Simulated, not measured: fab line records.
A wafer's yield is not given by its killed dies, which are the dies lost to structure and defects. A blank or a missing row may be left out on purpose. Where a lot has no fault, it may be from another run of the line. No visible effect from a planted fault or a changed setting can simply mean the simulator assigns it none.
fab line records | flow sky130
[record] lots = 6 wafers = 18 last-day = 50
route steps=708 shown METAL4@622 PAD_OPEN@708
lots with no fault: from the same line, run without faults
start-h: hours from the record's opening day to when the first of the lot's shown wafers began | wait-h: hours from the lot's prior step to this one | " same as the row above | L1.1+2: a single row standing in for several wafers | - either no value or no given start | * or withheld: withheld | < > ~ a bound
route shown NAME@n: names a module that has steps shown in the file, with the first one's number in the route | usual: the fault-free wafers' mean and standard deviation | same: alike in all rows | chamber/n: place in a boat | sites: the reading at each site | _std_site: standard deviation across them | _edge_site: the outer-site mean with the inner-site mean subtracted | radius-mm: for every site, how far away it sits from the centre of the wafer | mask NAME#n: copy n | behind: the most recent tool/chamber to have shaped the wafer | hold: why the lot went on hold/how many hours it stayed there/how the hold came to an end | device: which transistor (n, p or np) failed to switch | end of line: at the end of the route, the tests of the same wafers | a step given without rows: its recipe and nothing more | killed: count of dies lost to structure and defects at first sort (not the wafer's yield) | map: per-die view of a wafer (x killed, . not killed, _ where there is no die)
set.NAME: the setting the step ran with; set.NAME@STEP: the setting that earlier step ran with | model.NAME: the simulator's own value behind a step, which no gauge read
lots at selected steps of the route; one table per step, one row per wafer
services: a tool's chamber out of use, with start hour (start-h, from the record's first day; less than 0 if before it), hours out, and reason
[[steps]]
[step SKY_METAL4_HMDS_06]
[recipe] prime-time-s = 60 prime-temp-c = 120
[step SKY_METAL4_COAT_07]
[recipe] resist = BARC temp-c = withheld time-s = withheld spin-rpm = 3000 resist-thk-nm = 60
[step SKY_METAL4_COAT_08]
[recipe] resist = KrF-thick spin-rpm = 3000 resist-thk-nm = 1140
[step SKY_METAL4_SOFTBAKE_09]
[recipe] temp-c = 100 time-s = 90 resist = KrF-thick
[step SKY_METAL4_EXPOSE_10]
[recipe] mask-id = MM4 na = 0.68 source-shape = annular sigma-inner = 0.4 sigma-outer = 0.8 target-cd-nm = 300 dose-mj = 28
[step SKY_METAL4_PEB_11]
[recipe] peb-temp-c = withheld peb-time-s = withheld resist = KrF-thick
[step SKY_METAL4_DEVELOP_12]
[recipe] develop-time-s = 60 resist = KrF-thick dev-temp-c = 21
[step SKY_METAL4_CD_MEAS_13]
[recipe] target-cd-nm = 300
[usual] cd-nm = 299.7/1.4
// columns lot.wafer tool chamber start-h wait-h cd-nm
L606.1 cd-sem-02 - 1000.21 - 297.0
L606.2 " - " " 298.9
L606.5 " - " " 297.7
L608.1 cd-sem-02 - 1007.68 - 298.8
L608.4 " - " " 299.2
L608.6 " - " " 298.1
L614.1 cd-sem-01 - 1046.45 - 299.7
L614.3 " - " " 298.7
L614.5 " - " " 298.4
L616.2 cd-sem-01 - 1059.65 - 299.2
L616.3 " - " " 298.5
L616.6 " - " " 299.5
L617.1 cd-sem-02 - 1066.90 - 301.0
L617.2 " - " " 301.5
L617.6 " - " " 300.4
L627.2 cd-sem-01 - 1123.87 - 298.5
L627.3 " - " " 297.9
L627.4 " - " " 299.2
[step SKY_METAL4_OVL_MEAS_14]
[usual] METAL4_OVL = 2/5.8
// columns lot.wafer tool chamber start-h wait-h METAL4_OVL[nm]
L606.1 overlay-01 - 1000.33 0.1 -1
L606.2 " - " " 0
L606.5 " - " " 1
L608.1 overlay-02 - 1007.80 0.1 1
L608.4 " - " " 4
L608.6 " - " " 0
L614.1 overlay-02 - 1046.57 0.1 10
L614.3 " - " " 16
L614.5 " - " " 11
L616.2 overlay-01 - 1059.75 0.1 6
L616.3 " - " " -3
L616.6 " - " " 7
L617.1 overlay-02 - 1067.02 0.1 -6
L617.2 " - " " 6
L617.6 " - " " 7
L627.2 overlay-02 - 1123.98 0.1 3
L627.3 " - " " -3
L627.4 " - " " 9
[step SKY_METAL4_DESCUM_15]
[recipe] chemistry = O2 source-power-w = 150 bias-power-w = 0 pressure-mtorr = 10 temp-c = 40 time-s = 8
[usual] drypump-motor-current-A = 5.78/0.23 oes-product-au = 0.998/0.0089 rf-fwd-power-W = 147.0/0.84
// columns lot.wafer tool chamber start-h wait-h drypump-motor-current-A oes-product-au rf-fwd-power-W rf-hours-counter-h
L606.1 rie-metal-02 1 1000.37 0.0 5.86 0.990 145.6 17
L606.2 " 0 " " 6.05 0.987 146.3 9
L606.5 " 0 " " 6.06 0.995 146.9 -
L608.1 rie-metal-04 0 1007.83 0.0 5.87 1.011 147.7 19
L608.4 " 0 " " 5.85 1.009 147.4 -
L608.6 " 1 " " 5.46 0.997 148.4 -
L614.1 rie-metal-02 0 1046.60 0.0 6.03 0.992 147.3 12
L614.3 " 0 " " 6.05 0.991 146.8 -
L614.5 " 0 " " 6.03 1.004 146.5 -
L616.2 rie-metal-04 1 1059.78 0.0 5.46 1.005 148.6 17
L616.3 " 0 " " 5.90 1.013 146.9 -
L616.6 " 0 " " 5.86 1.024 146.3 -
L617.1 rie-metal-03 0 1067.05 0.0 5.97 1.009 147.1 12
L617.2 " 1 " " 5.49 0.999 148.1 9
L617.6 " 0 " " 5.98 1.004 146.8 -
L627.2 rie-metal-02 0 1124.01 0.0 6.01 0.991 146.2 21
L627.3 " 1 " " 5.84 0.994 146.5 -
L627.4 " 0 " " 6.03 0.989 146.2 -
[step SKY_METAL4_ETCH_16]
[recipe] chemistry = N2/H2 target = BARC ion-energy-ev = 200 bias-w = 100 pressure-mtorr = 30 n2-flow-sccm = 100 h2-flow-sccm = 200 icp-w = 500 stop-on = SiO2 time-s = 88.2 target-depth-a = 600
[usual] bias-w = 100.0/0.3 drypump-motor-current-A = 5.79/0.23 oes-product-au = 0.626/0.0047 rf-fwd-power-W = 496.9/1.7 throttle-valve-pct = 13.203/0.0085
// columns lot.wafer tool chamber start-h wait-h bias-w drypump-motor-current-A oes-product-au rf-fwd-power-W rf-hours-counter-h throttle-valve-pct
L606.1 rie-metal-02 1 1000.40 0.0 100.1 5.88 0.625 496.7 17 13.208
L606.2 " 0 " " 99.6 6.09 0.620 496.3 9 13.210
L606.5 " 0 " " 99.6 6.08 0.624 498.2 - 13.208
L608.1 rie-metal-04 0 1007.86 0.0 100.1 5.86 0.627 495.9 19 13.200
L608.4 " 0 " " 100.3 5.83 0.627 496.8 - 13.204
L608.6 " 1 " " 99.9 5.45 0.623 495.4 - 13.200
L614.1 rie-metal-02 0 1046.67 0.1 99.5 6.03 0.620 496.3 12 13.210
L614.3 " 0 " " 100.1 6.04 0.622 493.6 - 13.187
L614.5 " 0 " " 99.7 6.05 0.621 497.1 - 13.200
L616.2 rie-metal-04 1 1059.81 0.0 99.9 5.45 0.622 499.8 17 13.205
L616.3 " 0 " " 100.0 5.85 0.628 494.4 - 13.202
L616.6 " 0 " " 100.1 5.89 0.628 495.6 - 13.209
L617.1 rie-metal-03 0 1067.09 0.0 100.2 5.98 0.627 496.3 12 13.209
L617.2 " 1 " " 100.2 5.48 0.633 497.6 9 13.185
L617.6 " 0 " " 100.1 5.98 0.626 498.5 - 13.214
L627.2 rie-metal-02 0 1124.04 0.0 100.6 6.02 0.628 493.7 21 13.199
L627.3 " 1 " " 99.9 5.86 0.625 493.5 - 13.199
L627.4 " 0 " " 100.4 6.03 0.626 491.7 - 13.207
[step SKY_METAL4_ETCH_17]
[recipe] target = SiO2 stop-on = TiN chemistry = C4F8/O2/Ar source-w = 1500 bias-w = 1200 pressure-mtorr = 40 c4f8-flow-sccm = withheld O2_flow_sccm = 6 Ar_flow_sccm = 300 time-s = 3.9 target-depth-a = 150
[usual] bias-w = 1200/3.4 oes-product-au = 0.756/0.0069 rf-fwd-power-W = 1466/4.9
// columns lot.wafer tool chamber start-h wait-h bias-w oes-product-au rf-fwd-power-W
L606.1 rie-diel-01 0 1000.50 0.1 1198 0.756 1471
L606.2 " 3 " " 1191 0.757 1470
L606.5 " 1 " " 1198 0.767 1469
L608.1 rie-diel-04 0 1007.96 0.1 1191 0.748 1455
L608.4 " 1 " " 1202 0.766 1461
L608.6 " 2 " " 1201 0.753 1469
L614.1 rie-diel-01 3 1046.86 0.2 1197 0.755 1464
L614.3 " 0 " " 1199 0.756 1468
L614.5 " 3 " " 1195 0.765 1462
L616.2 rie-diel-03 2 1059.91 0.1 1199 0.751 1462
L616.3 " 1 " " 1203 0.752 1466
L616.6 " 0 " " 1197 0.757 1467
L617.1 rie-diel-04 1 1067.18 0.1 1194 0.746 1468
L617.2 " 2 " " 1197 0.752 1459
L617.6 " 1 " " 1201 0.754 1469
L627.2 rie-diel-01 0 1124.14 0.1 1197 0.755 1466
L627.3 " 2 " " 1200 0.756 1463
L627.4 " 1 " " 1200 0.755 1470
[step SKY_METAL4_METAL_ETCH_18]
[recipe] target-depth-a = 8450 stop-on = SiO2 over-etch-frac = 0.3 time-s = 183.1 chemistry = Cl2/BCl3 resist-sidewall-deg = 88 pressure-mtorr = 10 icp-w = 900 bias-w = 48.5 Cl2_flow_sccm = 60 bcl3-flow-sccm = 30
[usual] bias-w = 48.51/0.13 drypump-motor-current-A = 5.76/0.23 oes-product-au = 0.865/0.0063 rf-fwd-power-W = 897.0/2.9 throttle-valve-pct = 22.265/0.0087
// columns lot.wafer tool chamber start-h wait-h bias-w drypump-motor-current-A oes-product-au rf-fwd-power-W rf-hours-counter-h throttle-valve-pct model.KrF-thick_of_METAL4_COAT_08.thk-nm model.METAL4.cd-nm model.SiO2_of_VIA3_HDPCVD_00.thk-nm
L606.1 rie-metal-04 1 1000.52 0.0 48.43 5.45 0.863 899.4 14 22.277 526.7 292 435
L606.2 " 0 " " 48.53 5.85 0.872 897.0 19 22.266 515.7 290.5 433.5
L606.5 " 1 " " 48.59 5.46 0.864 899.6 - 22.269 522.2 294.9 433.5
L608.1 rie-metal-03 0 1007.98 0.0 48.38 5.97 0.878 895.1 8 22.276 530.7 289.5 433.3
L608.4 " 1 " " 48.34 5.50 0.863 898.0 - 22.266 527.8 293.3 433.3
L608.6 " 1 " " 48.56 5.53 0.867 899.4 - 22.252 528 294.1 433.2
L614.1 rie-metal-04 1 1046.88 0.0 48.50 5.45 0.867 896.7 17 22.269 519.7 296.9 434.4
L614.3 " 0 " " 48.39 5.86 0.865 898.8 - 22.272 189.5 261.3 418.1
L614.5 " 1 " " 48.41 5.45 0.865 896.5 - 22.277 518.2 299.4 435.2
L616.2 rie-metal-03 1 1059.93 0.0 48.25 5.50 0.863 900.4 9 22.270 539.7 295.9 435.2
L616.3 " 1 " " 48.52 5.47 0.863 898.8 - 22.249 541.5 293.8 436.3
L616.6 " 0 " " 48.53 5.98 0.858 897.9 - 22.271 536.9 296.7 435
L617.1 rie-metal-04 1 1067.20 0.0 48.36 5.44 0.853 898.6 18 22.293 523.3 297.1 434.1
L617.2 " 0 " " 48.44 5.86 0.865 898.7 23 22.274 192.3 265.5 419.1
L617.6 " 1 " " 48.55 5.45 0.862 896.9 - 22.254 519.8 297.4 433.9
L627.2 rie-metal-03 1 1124.15 0.0 48.60 5.50 0.866 898.3 13 22.271 532.2 293.4 436.8
L627.3 " 0 " " 48.46 5.99 0.875 893.6 - 22.277 525.3 296.1 435.6
L627.4 " 1 " " 48.75 5.49 0.864 892.3 - 22.272 532.8 294 435.3
[step SKY_METAL4_STRIP_19]
[recipe] chemistry = O2/N2 power-w = 1400 pressure-mtorr = 1500 platen-temp-c = withheld o2-flow-sccm = 3000 n2-flow-sccm = 300 overash-fraction = 0.5
[usual] drypump-motor-current-A = 5.65/0.23 oes-product-au = 0.503/0.007 strip-time-to-endpoint-s = 6.54/0.092
// columns lot.wafer tool chamber start-h wait-h drypump-motor-current-A oes-product-au rf-hours-counter-h strip-time-to-endpoint-s
L606.1 plasma-asher-02 0 1000.69 0.1 5.42 0.497 86 6.53
L606.2 " 1 " " 5.57 0.497 86 6.41
L606.5 " 1 " " 5.57 0.494 - 6.49
L608.1 plasma-asher-01 1 1008.16 0.1 5.99 0.507 52 6.59
L608.4 " 1 " " 6.00 0.502 - 6.55
L608.6 " 0 " " 5.55 0.507 - 6.55
L614.1 plasma-asher-02 0 1047.06 0.1 5.43 0.497 92 6.46
L614.3 " 0 " " 5.43 0.350 - 3.04
L614.5 " 0 " " 5.44 0.496 - 6.44
L616.2 plasma-asher-02 0 1060.11 0.1 5.42 0.510 93 6.65
L616.3 " 0 " " 5.42 0.505 - 6.68
L616.6 " 0 " " 5.42 0.514 - 6.63
L617.1 plasma-asher-02 0 1067.38 0.1 5.44 0.498 94 6.49
L617.2 " 1 " " 5.56 0.365 94 3.07
L617.6 " 0 " " 5.42 0.495 - 6.48
L627.2 plasma-asher-01 1 1124.33 0.1 6.04 0.507 63 6.59
L627.3 " 0 " " 5.55 0.504 - 6.51
L627.4 " 1 " " 6.02 0.510 - 6.58
[step SKY_METAL4_STRIP_20]
[recipe] chemistry = post-etch-residue-remover time-s = 1200 temp-c = 72.5
[step SKY_PAD_OPEN_PROBE_99]
// columns lot.wafer tool chamber start-h wait-h model.etest.met4.width-nm model.etest.met4.line-ohm-um
L606.1 prober-01 - 1095.48 0.1 289.5 0.1487
L606.2 prober-01 - 1095.53 0.1 287.4 0.149
L606.5 prober-01 - 1095.68 0.2 294.3 0.1445
L608.1 prober-01 - 1103.43 0.1 292.2 0.1426
L608.4 prober-01 - 1103.58 0.2 292.4 0.1455
L608.6 prober-01 - 1103.68 0.2 294.3 0.1424
L614.1 prober-02 - 1135.45 0.1 299 0.1436
L614.3 prober-02 - 1135.55 0.2 263.2 0.1611
L614.5 prober-02 - 1135.65 0.2 301.1 0.1433
L616.2 prober-02 - 1147.72 0.1 290.4 0.1497
L616.3 prober-02 - 1147.77 0.2 291 0.1466
L616.6 prober-02 - 1147.92 0.2 296.5 0.1457
L617.1 prober-01 - 1152.17 0.1 296 0.1477
L617.2 prober-01 - 1152.22 0.1 264.9 0.164
L617.6 prober-01 - 1152.42 0.2 296.9 0.1455
L627.2 prober-01 - 1198.40 0.1 290.7 0.1444
L627.3 prober-01 - 1198.45 0.2 294.4 0.1429
L627.4 prober-01 - 1198.50 0.2 295.5 0.1445
// killed by level:class
L606.1 VIA1:geometric-particle:open=10 VIA3:geometric-particle:open=8 CONTACT:geometric-particle:open=8 METAL2:geometric-particle:short=6 VIA2:geometric-particle:open=6 FIELD_ISO:geometric-particle:short=5 LI_CONTACT:geometric-particle:open=5 LOCAL_INTERCONNECT:geometric-particle:short=5
L606.2 VIA3:geometric-particle:open=13 VIA1:geometric-particle:open=12 CONTACT:geometric-particle:open=11 METAL2:geometric-particle:short=8 LI_CONTACT:geometric-particle:open=7 CONTACT:geometric-particle:short=5 METAL1:geometric-particle:short=5 LOCAL_INTERCONNECT:geometric-particle:short=4
L606.5 LOCAL_INTERCONNECT:geometric-particle:short=8 CONTACT:geometric-particle:open=8 VIA1:geometric-particle:open=8 METAL1:geometric-particle:short=8 METAL2:geometric-particle:short=6 METAL3:geometric-particle:short=6 VIA3:geometric-particle:open=6 FIELD_ISO:geometric-particle:open=5
L608.1 CONTACT:geometric-particle:open=12 VIA1:geometric-particle:open=9 VIA3:geometric-particle:open=9 LI_CONTACT:geometric-particle:open=8 FIELD_ISO:geometric-particle:open=5 FIELD_ISO:geometric-particle:short=5 LI_CONTACT:geometric-particle:short=5 METAL2:geometric-particle:short=5
L608.4 CONTACT:geometric-particle:open=12 VIA1:geometric-particle:open=9 VIA2:geometric-particle:open=7 LI_CONTACT:geometric-particle:open=7 FIELD_ISO:geometric-particle:short=6 FIELD_ISO:geometric-particle:open=6 VIA3:geometric-particle:short=6 VIA3:geometric-particle:open=6
L608.6 LI_CONTACT:geometric-particle:open=8 VIA1:geometric-particle:open=8 METAL1:geometric-particle:short=7 VIA1:geometric-particle:short=7 POLY_GATE:geometric-particle:open=6 LI_CONTACT:geometric-particle:short=6 VIA2:geometric-particle:open=6 CONTACT:geometric-particle:open=5
L616.2 VIA1:geometric-particle:open=12 CONTACT:geometric-particle:open=11 LI_CONTACT:geometric-particle:open=7 VIA2:geometric-particle:open=7 FIELD_ISO:geometric-particle:short=6 VIA1:geometric-particle:short=5 METAL1:geometric-particle:short=5 FIELD_ISO:geometric-particle:open=4
L616.3 CONTACT:geometric-particle:open=11 VIA1:geometric-particle:open=9 LI_CONTACT:geometric-particle:open=7 METAL1:geometric-particle:short=6 POLY_GATE:geometric-particle:open=5 VIA2:geometric-particle:open=5 METAL4:geometric-particle:short=5 POLY_GATE:geometric-particle:short=4
L616.6 VIA1:geometric-particle:open=13 CONTACT:geometric-particle:open=7 METAL2:geometric-particle:short=7 LI_CONTACT:geometric-particle:open=6 CONTACT:geometric-particle:short=6 VIA3:geometric-particle:open=6 POLY_GATE:geometric-particle:open=5 VIA2:geometric-particle:open=4
L627.2 VIA2:geometric-particle:open=11 VIA1:geometric-particle:short=10 VIA1:geometric-particle:open=8 FIELD_ISO:geometric-particle:open=7 LI_CONTACT:geometric-particle:open=7 CONTACT:geometric-particle:open=7 FIELD_ISO:geometric-particle:short=6 CONTACT:geometric-particle:short=6
L627.3 CONTACT:geometric-particle:open=11 CONTACT:geometric-particle:short=9 LI_CONTACT:geometric-particle:open=8 METAL1:geometric-particle:short=6 VIA3:geometric-particle:short=6 FIELD_ISO:geometric-particle:short=5 VIA2:geometric-particle:open=5 VIA1:geometric-particle:open=5
L627.4 CONTACT:geometric-particle:open=9 VIA1:geometric-particle:open=9 METAL1:geometric-particle:short=8 VIA2:geometric-particle:open=8 POLY_GATE:geometric-particle:open=6 LI_CONTACT:geometric-particle:open=6 CONTACT:geometric-particle:short=6 POLY_GATE:geometric-particle:short=4
[[services]]
// columns tool chamber start-h hours kind
rie-diel-01 - 977.94 2.8 pm
rie-diel-01 3 986.28 10.2 repair
rie-diel-04 2 991.01 8.9 repair
plasma-asher-01 - 994.99 2.2 repair
rie-metal-03 - 1010.43 2.8 pm
plasma-asher-01 - 1016.82 6.5 repair
rie-diel-04 - 1017.37 0.2 repair
rie-metal-03 - 1019.02 0.5 repair
rie-diel-01 1 1036.50 9.4 repair
rie-metal-02 1 1044.91 40.5 repair
rie-diel-03 2 1075.81 5.5 repair
rie-diel-01 1 1089.30 1.7 repair
rie-metal-02 1 1092.16 3.1 repair
rie-metal-04 - 1117.75 1.0 repair
plasma-asher-01 - 1120.21 1.6 repair
[[key]]
[first-sign] step = SKY_METAL4_STRIP_19 reading = strip-time-to-endpoint-s direction = down sigmas = 38 usual = * struck = *
[effect] step = SKY_METAL4_STRIP_19 reading = oes-product-au direction = down sigmas = 21 usual = 0.503 struck = 0.358
[model-effect] step = SKY_METAL4_METAL_ETCH_18 value = KrF-thick_of_METAL4_COAT_08.thk-nm without = 517.6 struck = 190.9
[model-effect] step = SKY_PAD_OPEN_PROBE_99 value = etest.met4.width-nm without = 299.5 struck = 264.1
met-at SKY_METAL4_METAL_ETCH_18
struck-wafers L614.3,L617.2
sort-left-out L614.3,L617.2
onset-between 1000.52 1046.88
[fault] kind = process-parameter-drift tool = rie-metal-04 chamber = 0 onset-h = 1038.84 steps = SKY_METAL4_METAL_ETCH_18 channel = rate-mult offset = 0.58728 shape = step end-h = 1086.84
// sort-left-out: the simulated sort isn't trusted on such a fault, so these wafers' sort isn't shown, and their yield isn't known
